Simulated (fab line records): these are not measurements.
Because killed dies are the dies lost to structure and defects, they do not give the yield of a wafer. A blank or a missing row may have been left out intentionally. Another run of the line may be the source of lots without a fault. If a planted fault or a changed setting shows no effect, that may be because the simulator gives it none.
Matching of chambers -- flow sky130 -- SKY_VIA2_CMP_24 on cmp-02 has 4 sister chambers
The step polishes, stops on SiO2, t overpolish 20 s, target thk 0 nm. 39 wafers are shown with their chamber, then 12 later ones without.

WAFERS PAIRED WITH THEIR CHAMBERS
wafer,chamber,motorCurrentA (A),timeToEndpointS (s),slurryFlowMlMin
L074.2,1,11.2,103,150.3
L074.3,0,10.1,96,150.5
L074.6,1,11.5,103,150.2
L076.1,3,11.1,99,150.0
L076.2,2,10.3,96,150.1
L076.4,0,10.1,99,150.6
L077.2,2,10.0,101,150.2
L077.3,0,9.6,108,149.8
L077.6,1,11.3,106,149.5
L079.1,0,10.3,99,150.4
L079.3,2,10.4,95,150.4
L079.4,3,11.1,98,149.9
L080.1,1,11.2,106,150.4
L080.4,2,10.4,97,149.6
L080.5,2,10.1,97,149.7
L081.1,0,9.5,103,149.5
L081.2,2,10.4,100,149.9
L081.3,1,11.1,106,149.8
L082.1,1,10.9,107,150.5
L082.2,0,9.9,101,150.0
L082.3,3,10.9,100,149.4
L083.1,2,10.7,95,150.1
L083.3,0,9.3,99,150.4
L083.6,0,9.6,100,150.2
L084.2,3,10.7,104,149.6
L084.4,2,10.7,101,149.8
L084.6,0,10.3,107,150.3
L086.1,1,11.8,102,150.3
L086.3,0,10.0,101,150.0
L086.6,0,9.9,100,149.4
L087.2,3,10.6,97,150.5
L087.4,2,10.9,95,150.3
L087.5,2,10.4,98,150.2
L090.2,2,10.7,98,150.3
L090.4,1,11.5,104,150.0
L090.6,2,11.0,96,150.2
L093.4,2,10.1,103,148.9
L093.5,1,11.3,106,149.9
L093.6,2,10.0,103,149.0

SIGNATURES, as means of the wafers listed above
reading,chamber 0,chamber 1,chamber 2,chamber 3,scatter within a chamber
motorCurrentA,9.873,11.311,10.436,10.880,0.304
timeToEndpointS,101.18,104.78,98.21,99.60,2.88
slurryFlowMlMin,150.100,150.100,149.907,149.880,0.415
Rule: for a wafer and a chamber, the distance is found by dividing, reading by reading, the gap between the wafer's reading and the chamber's mean by the reading's scatter, squaring, summing and taking the root. The wafer belongs to the nearest chamber; if the next one is less than 2 further off, it can't be placed. The scatter: take each reading less its chamber's mean, square it, sum over the shown wafers, divide by the number of wafers less the number of chambers, and take the root.

WAFERS MISSING THEIR CHAMBER
wafer,motorCurrentA (A),timeToEndpointS (s),slurryFlowMlMin
L095.1,9.8,98,149.7
L095.3,11.3,103,150.3
L095.6,10.0,98,149.9
L094.3,11.1,105,150.1
L094.4,10.3,99,149.9
L094.5,9.6,101,149.6
L096.4,10.2,104,150.1
L096.5,11.6,102,149.6
L096.6,10.9,100,150.4
L097.1,11.2,105,150.0
L097.4,11.1,105,150.4
L097.5,11.6,107,149.6

WHICH CHAMBER EACH ONE RAN IN
wafer,from the rows above,in truth
L095.1,can't be placed: 0 or 2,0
L095.3,can't be placed: 1 or 3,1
L095.6,can't be placed: 0 or 2 or 3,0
L094.3,can't be placed: 1 or 3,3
L094.4,can't be placed: 2 or 0 or 3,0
L094.5,can't be placed: 0 or 2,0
L096.4,can't be placed: 0 or 2 or 3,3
L096.5,can't be placed: 1 or 3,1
L096.6,can't be placed: 3 or 2 or 1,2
L097.1,can't be placed: 1 or 3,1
L097.4,can't be placed: 1 or 3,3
L097.5,can't be placed: 1 or 3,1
Correctly placed: 0 of 12. Can't be placed from these rows: 12 (the true chamber is among the candidates in 12). Number placed wrongly: 0.
